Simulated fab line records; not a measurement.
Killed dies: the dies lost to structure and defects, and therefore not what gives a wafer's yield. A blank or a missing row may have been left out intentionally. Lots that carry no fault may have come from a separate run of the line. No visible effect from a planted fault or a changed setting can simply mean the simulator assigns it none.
fab line records	flow gf180mcu
[record] lots = 5	wafers = 23
route steps=602 shown V2@404 M3@418 V4@476 MIM@512 M5@530 TOP_METAL@569
start_h: hours from the record's opening day to when the first of the lot's shown wafers began	wait_h: hours from the lot's prior step to this one	" repeats the value in the row above	L1.1+2: several wafers, shown together as one row	- no value present, or no start provided	* or withheld: withheld	< > ~ a bound
route shown NAME@n: a module of which the file shows steps, and the number in the route of the first	usual: mean and standard deviation over wafers with no fault	same: alike in all rows	chamber/n: place in a boat	sites: readings site by site	_std_site: how widely they spread, as a standard deviation	_edge_site: outer sites' mean less inner sites'	radius_mm: how far each site lies from the wafer's centre	mask NAME#n: copy n	behind: tool/chamber where the wafer was last shaped	hold: what put the lot on hold/how long, in hours/how the hold closed	device: names the non-switching transistor (n, p or np)	end of line: the tests these same wafers got at the end of their route	a step without rows: its recipe alone	killed: dies lost to structure and defects at the first sort, not the wafer's yield	map: a wafer's dies, x killed, . not, _ none there
set.NAME: the setting the step ran with; set.NAME@STEP: the setting that earlier step ran with	model.NAME: the simulator's own value behind a step, which no gauge read
lots run with intentionally changed settings; tables by step, rows by wafer
[[steps]]
[step GF_V2_SPUTTER_22]
[recipe] material = TiN	target_thk_nm = 10	chamber_pressure_pa = 5	power_w = 4000	time_s = 40
lot.wafer	tool	chamber	start_h	wait_h	set.time_s	model.TiN_of_V2_SPUTTER_22.thk_nm
L076.1	pvd_sputter-03	-	489.67	0.0	34.03	8.666
L076.2	"	-	"	"	34.03	8.831
L076.3	"	-	"	"	34.03	8.429
L076.4	"	-	"	"	40	9.903
L076.6	"	-	"	"	40	10.3
L079.2	pvd_sputter-03	-	515.55	0.0	40	9.954
L079.4	"	-	"	"	40	9.831
L079.5	"	-	"	"	40	9.906
L081.1	pvd_sputter-03	-	524.64	0.0	40	10.25
L081.2	"	-	"	"	36.89	9.427
L081.3	"	-	"	"	40	10.56
L081.4	"	-	"	"	40	10.37
L081.6	"	-	"	"	36.89	9.832
L080.1	pvd_sputter-01	-	526.63	0.0	34.24	8.731
L080.2	"	-	"	"	34.24	8.665
L080.3	"	-	"	"	34.24	8.584
L080.5	"	-	"	"	40	9.917
L080.6	"	-	"	"	40	10.21
L083.1	pvd_sputter-01	-	553.74	0.0	45.79	11.76
L083.2	"	-	"	"	40	10.11
L083.4	"	-	"	"	45.79	11.47
L083.5	"	-	"	"	40	10.29
L083.6	"	-	"	"	40	10.25
[step GF_M3_COAT_09]
[recipe] resist = KrF	spin_rpm = withheld	resist_thk_nm = 1000
lot.wafer	tool	chamber	start_h	wait_h	set.resist_thk_nm	model.KrF_of_M3_COAT_09.thk_nm
L076.1	litho_track-02	0	502.09	0.1	1000	1003
L076.2	"	0	"	"	1000	999.5
L076.3	"	0	"	"	1000	997.3
L076.4	"	0	"	"	1000	997.1
L076.6	"	0	"	"	1000	999.6
L079.2	litho_track-04	0	528.29	0.1	1000	1000
L079.4	"	0	"	"	1000	1004
L079.5	"	0	"	"	1000	1002
L081.1	litho_track-02	0	536.99	0.1	1000	996.1
L081.2	"	0	"	"	1000	995.2
L081.3	"	0	"	"	1000	994.7
L081.4	"	0	"	"	950	946.9
L081.6	"	0	"	"	950	946.7
L080.1+5	litho_track-03	0	538.70	0.1	1058	1063
L080.2+6	"	0	"	"	1000	1003
L080.3	"	0	"	"	1058	1066
L083.1+2	litho_track-03	0	564.65	0.1	1053	-
L083.4	"	0	"	"	1053	1053
L083.5	"	0	"	"	1000	999.5
L083.6	"	0	"	"	1000	-
[step GF_M3_SOFTBAKE_10]
[recipe] temp_c = 130	time_s = 60	resist = KrF
[step GF_M3_EXPOSE_11]
[recipe] mask_id = Metal3	target_cd_nm = 280	na = 0.68	source_shape = conventional	sigma_outer = 0.6	dose_mj = 28
[step GF_M3_METAL_ETCH_16]
[recipe] chemistry = Cl2/BCl3	mask_material = KrF	target_depth_nm = 627.5	stop_on = SiO2	pressure_mtorr = 8	icp_w = 800	bias_w = 140	Cl2_flow_sccm = 80	bcl3_flow_sccm = 40	time_s = 104.6
[step GF_M3_STRIP_17]
[recipe] chemistry = O2/N2	power_w = 1400	pressure_mtorr = 1500	platen_temp_c = 250	o2_flow_sccm = 3000	n2_flow_sccm = 300	overash_fraction = 0.5
[usual] oes_product_au = 0.557/0.0052	strip_time_to_endpoint_s = 7.87/0.049
lot.wafer	tool	chamber	start_h	wait_h	set.resist_thk_nm@M3_COAT_09	oes_product_au	strip_time_to_endpoint_s
L076.1	plasma_asher-02	1	514.38	0.1	1000	0.558	7.95
L076.2	"	0	"	"	1000	0.553	7.85
L076.3	"	0	"	"	1000	0.559	7.92
L076.4	"	1	"	"	1000	0.551	7.80
L076.6	"	1	"	"	1000	0.559	7.92
L079.2	plasma_asher-03	0	539.83	0.1	1000	0.560	7.83
L079.4	"	0	"	"	1000	0.555	7.87
L079.5	"	1	"	"	1000	0.550	7.84
L081.1	plasma_asher-01	1	548.45	0.1	1000	0.560	7.89
L081.2	"	0	"	"	1000	0.561	7.86
L081.3	"	0	"	"	1000	0.553	7.88
L081.4	"	1	"	"	950	0.525	7.38
L081.6	"	0	"	"	950	0.536	7.41
L080.1	plasma_asher-01	0	549.90	0.1	1058	0.586	8.52
L080.2	"	1	"	"	1000	0.560	7.88
L080.3	"	1	"	"	1058	0.587	8.57
L080.5	"	0	"	"	1058	0.583	8.49
L080.6	"	1	"	"	1000	0.567	7.98
L083.1	plasma_asher-03	1	575.38	0.1	1053	0.578	8.39
L083.2	"	0	"	"	1053	0.585	8.41
L083.4	"	0	"	"	1053	0.576	8.37
L083.5	"	0	"	"	1000	0.552	7.83
L083.6	"	1	"	"	1000	0.563	7.90
[step GF_V4_CVD_00]
[recipe] material = SiO2	target_thk_nm = 600	sigma_open_frac = 0.3	temp_c = 400	time_s = 100	sih4_flow_sccm = 60	pressure_mtorr = 6
lot.wafer	tool	chamber	start_h	wait_h	set.sih4_flow_sccm	model.SiO2_of_V4_CVD_00.thk_nm
L076.1	hdpcvd-01	2	563.63	0.0	62.58	621.1
L076.2	"	0	"	"	60	590.8
L076.3	"	1	"	"	60	592.4
L076.4	"	2	"	"	62.58	620.8
L076.6	"	0	"	"	62.58	618.1
L079.2	hdpcvd-01	2	587.23	0.0	60	595.1
L079.4	"	0	"	"	60	600.1
L079.5	"	1	"	"	60	594.3
L081.1	hdpcvd-01	0	595.84	0.0	60	595.4
L081.2	"	2	"	"	60	587.9
L081.3	"	1	"	"	60	588.6
L081.4	"	1	"	"	60	595.3
L081.6	"	0	"	"	60	593.7
L080.1	hdpcvd-01	2	596.65	0.0	62.86	612.8
L080.2	"	0	"	"	60	597.4
L080.3	"	1	"	"	60	592.3
L080.5	"	0	"	"	62.86	622.1
L080.6	"	1	"	"	60	596.3
L083.1	hdpcvd-02	2	620.23	0.0	60	608.6
L083.2	"	1	"	"	60	608
L083.4	"	2	"	"	67.51	685.4
L083.5	"	1	"	"	67.51	680.6
L083.6	"	0	"	"	67.51	685
[step GF_V4_THK_MEAS_01]
[recipe] reads = SiO2_of_V4_CVD_00
[usual] V4_CVD_00_THK = 598/7.7
lot.wafer	tool	chamber	start_h	wait_h	set.sih4_flow_sccm@V4_CVD_00	V4_CVD_00_THK[nm]
L076.1	film_metro-01	-	563.70	0.0	62.58	621
L076.2	"	-	"	"	60	591
L076.3	"	-	"	"	60	592
L076.4	"	-	"	"	62.58	621
L076.6	"	-	"	"	62.58	618
L079.2	film_metro-04	-	587.31	0.0	60	595
L079.4	"	-	"	"	60	600
L079.5	"	-	"	"	60	595
L081.1	film_metro-01	-	595.91	0.0	60	595
L081.2	"	-	"	"	60	588
L081.3	"	-	"	"	60	589
L081.4	"	-	"	"	60	595
L081.6	"	-	"	"	60	594
L080.1	film_metro-04	-	596.72	0.0	62.86	612
L080.2	"	-	"	"	60	597
L080.3	"	-	"	"	60	592
L080.5	"	-	"	"	62.86	622
L080.6	"	-	"	"	60	597
L083.1	film_metro-04	-	620.30	0.0	60	609
L083.2	"	-	"	"	60	608
L083.4	"	-	"	"	67.51	685
L083.5	"	-	"	"	67.51	681
L083.6	"	-	"	"	67.51	684
[step GF_V4_SPUTTER_21]
[recipe] material = Ti	target_thk_nm = 15	chamber_pressure_pa = 5	power_w = 2500	substrate_temp_c = 200	time_s = 80.02
lot.wafer	tool	chamber	start_h	wait_h	set.chamber_pressure_pa	model.Ti_of_V4_SPUTTER_21.thk_nm
L076.1	pvd_sputter-03	-	586.10	0.0	4.39	16.86
L076.2	"	-	"	"	4.39	16.9
L076.3	"	-	"	"	4.39	16.47
L076.4	"	-	"	"	4.39	16.56
L076.6	"	-	"	"	4.39	17.01
L079.2	pvd_sputter-02	-	609.23	0.0	5	14.9
L079.4	"	-	"	"	5	14.85
L079.5	"	-	"	"	5	14.96
L080.1	pvd_sputter-03	-	617.81	0.0	5.546	13.83
L080.2	"	-	"	"	5.546	13.63
L080.3	"	-	"	"	5.546	13.45
L080.5	"	-	"	"	5.546	13.56
L080.6	"	-	"	"	5.546	13.7
L081.1	pvd_sputter-02	-	617.87	0.0	5.694	13.32
L081.2	"	-	"	"	5.694	13.41
L081.3	"	-	"	"	5.694	13.46
L081.4	"	-	"	"	5.694	13.3
L081.6	"	-	"	"	5.694	13.37
L083.1	pvd_sputter-02	-	642.06	0.0	4.412	16.86
L083.2	"	-	"	"	4.412	17.04
L083.4	"	-	"	"	4.412	16.95
L083.5	"	-	"	"	4.412	17.03
L083.6	"	-	"	"	4.412	16.87
[step GF_MIM_SPUTTER_09]
[recipe] material = TiN	target_thk_nm = 35	power_w = 6500	time_s = 29.2	chamber_pressure_pa = 0.4
lot.wafer	tool	chamber	start_h	wait_h	set.time_s	model.TiN_of_MIM_SPUTTER_09.thk_nm
L076.1	pvd_sputter-04	-	587.18	0.0	29.2	35.19
L076.2	"	-	"	"	29.2	35.01
L076.3	"	-	"	"	29.2	34.35
L076.4	"	-	"	"	29.2	34.94
L076.6	"	-	"	"	29.2	34.47
L079.2	pvd_sputter-01	-	610.30	0.0	29.2	35.71
L079.4	"	-	"	"	29.2	35.26
L079.5	"	-	"	"	29.2	35.08
L080.1	pvd_sputter-01	-	618.89	0.0	29.2	34.87
L080.2	"	-	"	"	29.2	35.61
L080.3	"	-	"	"	29.2	35.19
L080.5	"	-	"	"	29.2	35.14
L080.6	"	-	"	"	29.2	35.56
L081.1	pvd_sputter-01	-	618.99	0.0	24.84	29.66
L081.2	"	-	"	"	29.2	35.51
L081.3	"	-	"	"	24.84	29.87
L081.4	"	-	"	"	29.2	35.05
L081.6	"	-	"	"	29.2	34.75
L083.1	pvd_sputter-02	-	643.14	0.0	29.2	35.01
L083.2	"	-	"	"	25.61	30.83
L083.4	"	-	"	"	29.2	35.06
L083.5	"	-	"	"	25.61	30.73
L083.6	"	-	"	"	29.2	35.24
[step GF_MIM_EXPOSE_16]
[recipe] mask_id = FuseTop	target_cd_nm = 2000	na = 0.6	source_shape = conventional	sigma_outer = 0.6	dose_mj = 140
lot.wafer	tool	chamber	start_h	wait_h	mask	set.dose_mj
L076.1+2+4	iline_stepper-02	0	-	-	FuseTop#0	140
L076.3+6	"	0	"	"	FuseTop#0	148.5
L079.2+4+5	iline_stepper-01	0	-	-	FuseTop#0	140
L080.1+3+5	iline_stepper-02	0	-	-	FuseTop#0	136.6
L080.2+6	"	0	"	"	FuseTop#0	140
L081.1+2+6	iline_stepper-01	0	-	-	FuseTop#0	144.2
L081.3+4	"	0	"	"	FuseTop#0	140
L083.1+2+5	iline_stepper-02	0	-	-	FuseTop#0	144.6
L083.4+6	"	0	"	"	FuseTop#0	140
[step GF_MIM_PEB_17]
[recipe] temp_c = withheld	time_s = *	resist = NOVOLAK
[step GF_MIM_DEVELOP_18]
[recipe] develop_time_s = 60	dev_temp_c = 24.02
lot.wafer	tool	chamber	start_h	wait_h	set.dose_mj@MIM_EXPOSE_16	model.MIM.cd_nm
L076.1+2	litho_track-04	0	607.82	0.1	140	2004
L076.3+6	"	0	"	"	148.5	1984
L076.4	"	0	"	"	140	2002
L079.2+4+5	litho_track-03	0	629.32	0.1	140	2002
L080.1+3	litho_track-02	0	637.94	0.1	136.6	2015
L080.2	"	0	"	"	140	2008
L080.5	"	0	"	"	136.6	2013
L080.6	"	0	"	"	140	2006
L081.1	litho_track-02	0	638.24	0.1	144.2	1994
L081.2	"	0	"	"	144.2	1995
L081.3	"	0	"	"	140	2001
L081.4	"	0	"	"	140	2003
L081.6	"	0	"	"	144.2	1993
L083.1	litho_track-03	0	662.05	0.1	144.6	1990
L083.2	"	0	"	"	144.6	1989
L083.4	"	0	"	"	140	1998
L083.5	"	0	"	"	144.6	1992
L083.6	"	0	"	"	140	2000
[step GF_MIM_METAL_ETCH_19]
[recipe] chemistry = Cl2/BCl3	mask_material = NOVOLAK	stop_on = Si3N4	target_depth_nm = 324.5	pressure_mtorr = 8	icp_w = 800	bias_w = 140	Cl2_flow_sccm = 80	bcl3_flow_sccm = 40	time_s = 54.1
lot.wafer	tool	chamber	start_h	wait_h	set.dose_mj@MIM_EXPOSE_16	model.MIM.cd_nm
L076.1	rie_metal-02	0	607.97	0.1	140	2006
L076.2+4	"	1,0	"	"	140	2002
L076.3	"	1	"	"	148.5	1982
L076.6	"	1	"	"	148.5	1983
L079.2+5	rie_metal-04	0	629.45	0.1	140	2001
L079.4	"	1	"	"	140	1999
L080.1+3	rie_metal-02	1,0	638.09	0.1	136.6	2015
L080.2	"	0	"	"	140	2008
L080.5	"	1	"	"	136.6	2011
L080.6	"	0	"	"	140	2006
L081.1+6	rie_metal-04	1	638.39	0.1	144.2	1993
L081.2	"	1	"	"	144.2	1997
L081.3+4	"	1	"	"	140	2002
L083.1+2	rie_metal-03	0	662.20	0.1	144.6	1988
L083.4+6	"	0	"	"	140	1998
L083.5	"	0	"	"	144.6	1991
[step GF_M5_EXPOSE_04]
[recipe] mask_id = Metal5	target_cd_nm = 280	na = 0.68	source_shape = conventional	sigma_outer = 0.6	dose_mj = 28
lot.wafer	tool	chamber	start_h	wait_h	mask	set.dose_mj
L076.1+6	krf_scanner-01	0	-	-	Metal5#0	29.05
L076.2+3+4	"	0	"	"	Metal5#0	28
L079.2+4+5	krf_scanner-02	0	-	-	Metal5#0	28
L080.1+2+3	krf_scanner-02	0	-	-	Metal5#0	29.5
L080.5+6	"	0	"	"	Metal5#0	28
L081.1+2+3+4+6	krf_scanner-02	0	-	-	Metal5#0	28
L083.1+2	krf_scanner-02	0	-	-	Metal5#0	28
L083.4+5+6	"	0	"	"	Metal5#0	29.39
[step GF_M5_PEB_05]
[recipe] peb_temp_c = 135	peb_time_s = 90	resist = KrF
[step GF_M5_DEVELOP_06]
[recipe] develop_time_s = 60	dev_temp_c = 21
[step GF_M5_CD_MEAS_07]
[recipe] target_cd_nm = 280
[usual] cd_nm = 280.2/0.91
lot.wafer	tool	chamber	start_h	wait_h	set.dose_mj@M5_EXPOSE_04	cd_nm
L076.1	cd_sem-02	-	627.44	0.1	29.05	274.3
L076.2	"	-	"	"	28	280.2
L076.3	"	-	"	"	28	279.6
L076.4	"	-	"	"	28	279.5
L076.6	"	-	"	"	29.05	274.3
L079.2	cd_sem-02	-	649.56	0.1	28	279.0
L079.4	"	-	"	"	28	279.7
L079.5	"	-	"	"	28	278.8
L080.1	cd_sem-02	-	658.06	0.1	29.5	271.8
L080.2	"	-	"	"	29.5	271.2
L080.3	"	-	"	"	29.5	271.3
L080.5	"	-	"	"	28	279.9
L080.6	"	-	"	"	28	278.7
L081.1	cd_sem-02	-	658.41	0.1	28	281.3
L081.2	"	-	"	"	28	280.6
L081.3	"	-	"	"	28	279.7
L081.4	"	-	"	"	28	280.8
L081.6	"	-	"	"	28	281.1
L083.1	cd_sem-02	-	681.17	0.1	28	280.3
L083.2	"	-	"	"	28	281.2
L083.4	"	-	"	"	29.39	272.2
L083.5	"	-	"	"	29.39	274.4
L083.6	"	-	"	"	29.39	273.5
[step GF_M5_ETCH_09]
[recipe] chemistry = CF4/O2	target = Si3N4	target_depth_nm = 52	source_w = 800	bias_w = 150	pressure_mtorr = 150	cf4_flow_sccm = 80	O2_flow_sccm = 10	time_s = 11.6
lot.wafer	tool	chamber	start_h	wait_h	set.dose_mj@M5_EXPOSE_04	model.M5.cd_nm
L076.1	rie_diel-03	2	627.61	0.0	29.05	273.3
L076.2	"	3	"	"	28	280.7
L076.3	"	1	"	"	28	280.1
L076.4	"	0	"	"	28	279.4
L076.6	"	2	"	"	29.05	273.5
L079.2	rie_diel-01	2	649.69	0.0	28	279.3
L079.4	"	3	"	"	28	279.7
L079.5	"	1	"	"	28	279.5
L080.1	rie_diel-01	2	658.22	0.0	29.5	271.4
L080.2	"	0	"	"	29.5	271.6
L080.3	"	1	"	"	29.5	271
L080.5	"	3	"	"	28	279.5
L080.6	"	2	"	"	28	278.8
L081.1	rie_diel-03	3	658.57	0.0	28	281.1
L081.2	"	0	"	"	28	280.2
L081.3	"	1	"	"	28	279.9
L081.4	"	2	"	"	28	280.3
L081.6	"	0	"	"	28	280.6
L083.1	rie_diel-03	0	681.32	0.0	28	280.3
L083.2	"	2	"	"	28	280.2
L083.4	"	1	"	"	29.39	272.5
L083.5+6	"	2,3	"	"	29.39	274
[step GF_TOP_METAL_SPUTTER_02]
[recipe] material = AlCu	target_thk_nm = 900	power_w = 10600	chamber_pressure_pa = 0.3	substrate_temp_c = 250	gas = Ar	time_s = 47.82
lot.wafer	tool	chamber	start_h	wait_h	set.power_w	model.AlCu_of_TOP_METAL_SPUTTER_02.thk_nm
L076.1	pvd_sputter-04	-	650.28	0.0	11730	1020
L076.2	"	-	"	"	10600	914
L076.3	"	-	"	"	11730	1017
L076.4	"	-	"	"	10600	914.4
L076.6	"	-	"	"	11730	1025
L079.2	pvd_sputter-04	-	672.06	0.0	10600	899.2
L079.4	"	-	"	"	10600	904.4
L079.5	"	-	"	"	10600	901.6
L080.1	pvd_sputter-03	-	680.50	0.0	10600	888.1
L080.2	"	-	"	"	9379	791.6
L080.3	"	-	"	"	10600	889.7
L080.5	"	-	"	"	9379	788.7
L080.6	"	-	"	"	9379	791
L081.1	pvd_sputter-04	-	680.70	0.0	11020	951.3
L081.2	"	-	"	"	10600	923.9
L081.3	"	-	"	"	11020	943.8
L081.4	"	-	"	"	11020	959.7
L081.6	"	-	"	"	10600	922.6
L083.1	pvd_sputter-01	-	702.61	0.0	9871	853.3
L083.2	"	-	"	"	9871	860.4
L083.4	"	-	"	"	10600	900.1
L083.5	"	-	"	"	10600	902.1
L083.6	"	-	"	"	9871	853
[step GF_TOP_METAL_SPUTTER_03]
[recipe] material = Ti	target_thk_nm = 5	substrate_temp_c = 300	chamber_pressure_pa = 0.3	power_w = 3000	time_s = 3.3
[step GF_TOP_METAL_SPUTTER_04]
[recipe] material = TiN	target_thk_nm = 25	power_w = 6500	time_s = 20.8	chamber_pressure_pa = 0.4
[step GF_TOP_METAL_RS_MEAS_05]
[recipe] thk_meas_gauge = four-point-probe	reads = TiN_of_TOP_METAL_SPUTTER_04+Ti_of_TOP_METAL_SPUTTER_03+AlCu_of_TOP_METAL_SPUTTER_02+TiN_of_TOP_METAL_SPUTTER_01+Ti_of_TOP_METAL_SPUTTER_00
[usual] TOP_METAL_ALCU_RS = 0.0325/0.00042
lot.wafer	tool	chamber	start_h	wait_h	set.power_w@TOP_METAL_SPUTTER_02	TOP_METAL_ALCU_RS[ohm/sq]
L076.1	film_metro-04	-	650.37	0.0	11730	0.0288
L076.2	"	-	"	"	10600	0.0322
L076.3	"	-	"	"	11730	0.0289
L076.4	"	-	"	"	10600	0.0322
L076.6	"	-	"	"	11730	0.0287
L079.2	film_metro-02	-	672.17	0.0	10600	0.0328
L079.4	"	-	"	"	10600	0.0326
L079.5	"	-	"	"	10600	0.0327
L080.1	film_metro-04	-	680.59	0.0	10600	0.0332
L080.2	"	-	"	"	9379	0.0371
L080.3	"	-	"	"	10600	0.0330
L080.5	"	-	"	"	9379	0.0374
L080.6	"	-	"	"	9379	0.0372
L081.1	film_metro-04	-	680.79	0.0	11020	0.0310
L081.2	"	-	"	"	10600	0.0319
L081.3	"	-	"	"	11020	0.0312
L081.4	"	-	"	"	11020	0.0307
L081.6	"	-	"	"	10600	0.0318
L083.1	film_metro-02	-	702.70	0.0	9871	0.0346
L083.2	"	-	"	"	9871	0.0343
L083.4	"	-	"	"	10600	0.0327
L083.5	"	-	"	"	10600	0.0327
L083.6	"	-	"	"	9871	0.0345
[step GF_TOP_METAL_THK_MEAS_06]
[recipe] thk_meas_gauge = xrf	reads = AlCu_of_TOP_METAL_SPUTTER_02
[usual] TOP_METAL_ALCU_THK = 909/11
lot.wafer	tool	chamber	start_h	wait_h	set.power_w@TOP_METAL_SPUTTER_02	TOP_METAL_ALCU_THK[nm]
L076.1	film_metro-04	-	650.49	0.1	11730	1024
L076.2	"	-	"	"	10600	916
L076.3	"	-	"	"	11730	1018
L076.4	"	-	"	"	10600	916
L076.6	"	-	"	"	11730	1025
L079.2	film_metro-02	-	672.28	0.1	10600	905
L079.4	"	-	"	"	10600	910
L079.5	"	-	"	"	10600	907
L080.1	film_metro-04	-	680.71	0.1	10600	889
L080.2	"	-	"	"	9379	792
L080.3	"	-	"	"	10600	888
L080.5	"	-	"	"	9379	786
L080.6	"	-	"	"	9379	792
L081.1	film_metro-04	-	680.91	0.1	11020	952
L081.2	"	-	"	"	10600	924
L081.3	"	-	"	"	11020	944
L081.4	"	-	"	"	11020	955
L081.6	"	-	"	"	10600	925
L083.1	film_metro-02	-	702.82	0.1	9871	868
L083.2	"	-	"	"	9871	871
L083.4	"	-	"	"	10600	914
L083.5	"	-	"	"	10600	913
L083.6	"	-	"	"	9871	866
[[key]]
[split] step = GF_V2_SPUTTER_22	setting = time_s	stated = 40	by = wafer
[response] step = GF_V2_SPUTTER_22	reading = model.TiN_of_V2_SPUTTER_22.thk_nm	change = +0.0975	per = 1%	r = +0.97
[split] step = GF_M3_COAT_09	setting = resist_thk_nm	stated = 1000	by = wafer
[response] step = GF_M3_COAT_09	reading = model.KrF_of_M3_COAT_09.thk_nm	change = +10.1	per = 1%	r = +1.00
[response] step = GF_M3_STRIP_17	reading = oes_product_au	change = +0.00446	per = 1%	r = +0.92
[response] step = GF_M3_STRIP_17	reading = strip_time_to_endpoint_s	change = *	per = 1%	r = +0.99
[split] step = GF_V4_CVD_00	setting = sih4_flow_sccm	stated = 60	by = wafer
[response] step = GF_V4_CVD_00	reading = model.SiO2_of_V4_CVD_00.thk_nm	change = +5.92	per = 1%	r = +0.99
[response] step = GF_V4_THK_MEAS_01	reading = V4_CVD_00_THK	change = +5.89	per = 1%	r = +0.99
[split] step = GF_V4_SPUTTER_21	setting = chamber_pressure_pa	stated = 5	by = lot
[response] step = GF_V4_SPUTTER_21	reading = model.Ti_of_V4_SPUTTER_21.thk_nm	change = -0.137	per = 1%	r = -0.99
[split] step = GF_MIM_SPUTTER_09	setting = time_s	stated = 29.2	by = wafer
[response] step = GF_MIM_SPUTTER_09	reading = model.TiN_of_MIM_SPUTTER_09.thk_nm	change = +0.355	per = 1%	r = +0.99
[split] step = GF_MIM_EXPOSE_16	setting = dose_mj	stated = 140	by = wafer
[response] step = GF_MIM_DEVELOP_18	reading = model.MIM.cd_nm	change = -3.03	per = 1%	r = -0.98
[response] step = GF_MIM_METAL_ETCH_19	reading = model.MIM.cd_nm	change = -3.12	per = 1%	r = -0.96
[split] step = GF_M5_EXPOSE_04	setting = dose_mj	stated = 28	by = wafer
[response] step = GF_M5_CD_MEAS_07	reading = cd_nm	change = -1.47	per = 1%	r = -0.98
[response] step = GF_M5_ETCH_09	reading = model.M5.cd_nm	change = -1.49	per = 1%	r = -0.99
[split] step = GF_TOP_METAL_SPUTTER_02	setting = power_w	stated = 10600	by = wafer
[response] step = GF_TOP_METAL_SPUTTER_02	reading = model.AlCu_of_TOP_METAL_SPUTTER_02.thk_nm	change = +8.7	per = 1%	r = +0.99
[response] step = GF_TOP_METAL_RS_MEAS_05	reading = TOP_METAL_ALCU_RS	change = -0.000322	per = 1%	r = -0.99
[response] step = GF_TOP_METAL_THK_MEAS_06	reading = TOP_METAL_ALCU_THK	change = +8.69	per = 1%	r = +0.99
